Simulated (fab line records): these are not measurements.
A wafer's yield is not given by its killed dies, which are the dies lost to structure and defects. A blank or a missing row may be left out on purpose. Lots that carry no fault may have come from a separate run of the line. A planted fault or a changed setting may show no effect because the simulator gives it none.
A lot that was struck, set against a sound lot + flow sky130 + 21 out of 708 route steps
Sound: these wafers, L533.1, L533.2, L533.6. The struck wafers were L538.1, L538.2, L538.6. The cause is named last.
Each step with rows lists, per side, the tool, then ch with its chambers, then its first start. Under that, the readings that differ: sound wafers + struck wafers + difference of the means + sigmas: that difference in standard deviations of wafers without a fault.
alike: words and numbers the same on both sides, and readings whose means are apart by under 2 such deviations; not compared: readings that were withheld, readings missing a value for some wafer, numbers with overlapping values and no deviation given by the record, and bounds like >300 which may hide the same value.
The two part at a step that has a row with sigmas, a row that says differs or no value, or rows on one side only. Non-overlapping numbers with no deviation appear without sigmas and do not part them. A reading that every wafer of one side lacks parts them only if that side has two wafers or more.

first, 1 step without rows for these wafers: SKY_RES_XHIGH_IMPLANT_07.
SKY_RES_XHIGH_STRIP_08: strips in O2/N2.
  sound on plasmaAsher-04 ch 0,1, day 28 15:20; struck on plasmaAsher-02 ch 0,1, day 30 09:59
| reading                  | sound             | struck            | difference | sigmas |
|--------------------------|-------------------|-------------------|------------|--------|
| stripTimeToEndpointS (s) | 14.16 14.21 14.20 | 14.31 14.30 14.23 | +0.09      | +2     |
  alike: chamberPressureMTorr, drypumpMotorCurrentA, oesProductAu
  not compared: rfHoursCounterH
SKY_RES_XHIGH_TW_MEAS_09:
  sound on filmMetro-03, day 28 15:26; struck on filmMetro-02, day 30 10:05
| reading      | sound          | struck         | difference | sigmas |
|--------------|----------------|----------------|------------|--------|
| RES_XHIGH_TW | 1651 1649 1645 | 1622 1621 1625 | -26        | -2     |
then, 7 steps without rows for these wafers: SKY_SD_N_DEHYDRATE_00 (time 60 s); SKY_SD_N_HMDS_01 (prime time 60 s); SKY_SD_N_COAT_02 (resist thk 1140 nm); SKY_SD_N_SOFTBAKE_03 (time 60 s); SKY_SD_N_EXPOSE_04 (exposes mask NSDM, target cd 380 nm); SKY_SD_N_PEB_05; SKY_SD_N_DEVELOP_06 (develop time 60 s).
SKY_SD_N_CD_MEAS_07 targets a cd of 380 nm.
  sound on cdSem-01, day 29 19:29; struck on cdSem-01, day 31 12:14
  alike: cdNm
SKY_SD_N_OVL_MEAS_08:
  sound on overlay-02, day 29 19:37; struck on overlay-02, day 31 12:22
  alike: SD_N_OVL
SKY_SD_N_IMPLANT_09:
  sound on implanter-03 ch 0, day 29 19:38; struck on implanter-03 ch 0, day 31 12:23
| reading     | sound                 | struck                        | difference | sigmas      |
|-------------|-----------------------|-------------------------------|------------|-------------|
| beamOnS (s) | 18.5 18.4 18.7        | 10.0 10.0 9.8                 | -8.6       | -18         |
| doseIonsCm2 | 4.002e+15 4e+15 4e+15 | 2.154e+15 2.157e+15 2.162e+15 | -1.843e+15 | -99 or more |
then, 1 step without rows for these wafers: SKY_SD_N_IMPLANT_10.
SKY_SD_N_STRIP_11: strips in O2/N2.
  sound on plasmaAsher-01 ch 0,1, day 29 19:56; struck on plasmaAsher-02 ch 0,1, day 31 12:41
| reading                  | sound             | struck            | difference | sigmas |
|--------------------------|-------------------|-------------------|------------|--------|
| oesProductAu (a.u.)      | 0.525 0.524 0.527 | 0.568 0.560 0.555 | +0.036     | +9     |
| stripTimeToEndpointS (s) | 22.56 22.58 22.54 | 20.35 20.36 20.36 | -2.20      | -51    |
  alike: chamberPressureMTorr, drypumpMotorCurrentA
  not compared: rfHoursCounterH
SKY_SD_N_TW_MEAS_12:
  sound on filmMetro-02, day 29 20:02; struck on filmMetro-01, day 31 12:47
  alike: SD_N_TW
then, 1 step without rows for these wafers: SKY_SD_N_CLEAN_13 (cleans in SC1/SC2, time 150 s).
SKY_SD_N_RTA_14: time 2 s.
  sound on rtpAnneal-02 ch 0, day 29 20:10; struck on rtpAnneal-02 ch 0, day 31 12:54
  alike: annealTempCMax, lampPowerPct, wafer_temp_C_max
SKY_SD_N_RS_MEAS_16: uses a four-point probe to measure.
  sound on filmMetro-01, day 29 20:20; struck on filmMetro-03, day 31 13:04
| reading          | sound             | struck            | difference | sigmas |
|------------------|-------------------|-------------------|------------|--------|
| SD_N_RS (ohm/sq) | 68.51 68.58 68.53 | 76.59 76.62 76.80 | +8.13      | +48    |
SKY_SD_N_RS_MEAS_17: uses a four-point probe to measure.
  sound on filmMetro-01, day 29 20:27; struck on filmMetro-03, day 31 13:11
| reading          | sound             | struck            | difference | sigmas |
|------------------|-------------------|-------------------|------------|--------|
| SD_P_RS (ohm/sq) | 146.8 146.7 146.3 | 147.7 148.0 148.2 | +1.4       | +3     |
-- record jumps: 17 days separate the struck wafers' starts on either side; left off in module SD_N, taken up again in module PAD_OPEN, whose first shown step is the route's number 708 --
SKY_PAD_OPEN_PROBE_99:
  sound on prober-02, day 47 03:58; struck on prober-02, day 48 08:23
| reading                             | sound             | struck            | difference | sigmas |
|-------------------------------------|-------------------|-------------------|------------|--------|
| killed_at_M4_up                     | 6 7 3             | 1 1 1             | -4         | -3     |
| model.etest.resNdiff.lineOhmUm      | 760.1 749.5 778.1 | 867.4 842.8 872.2 | +98.2      |        |
| model.etest.nfetG5v0d10v5.rOnOhmUm  | 1886 1903 1873    | 1957 1929 1972    | +65        |        |
| model.etest.sonosUncharged.rOnOhmUm | 794.8 804.7 802   | 884.6 851.6 874.1 | +69.6      |        |
| model.etest.liconNdiff.rcOhm        | 183.9 182 188     | 229.4 214.2 222.1 | +37.3      |        |
| model.etest.resNdiffHv.rsOhmSq      | 113.1 113.1 112.9 | 129.6 129.9 130.3 | +16.9      |        |
| model.etest.resNdiff.rsOhmSq        | 119.4 119.1 119   | 134.8 134.9 135.5 | +15.9      |        |
  alike: killed_at_M0_to_M3, killedAtContacts, killedAtFrontEnd, killedAtOther, killedDies, killedOpen, killedShort

WHERE THEY PART
Last at SKY_PAD_OPEN_PROBE_99 as far as this record goes, first at SKY_RES_XHIGH_STRIP_08.

WHY: the cause the simulator had injected
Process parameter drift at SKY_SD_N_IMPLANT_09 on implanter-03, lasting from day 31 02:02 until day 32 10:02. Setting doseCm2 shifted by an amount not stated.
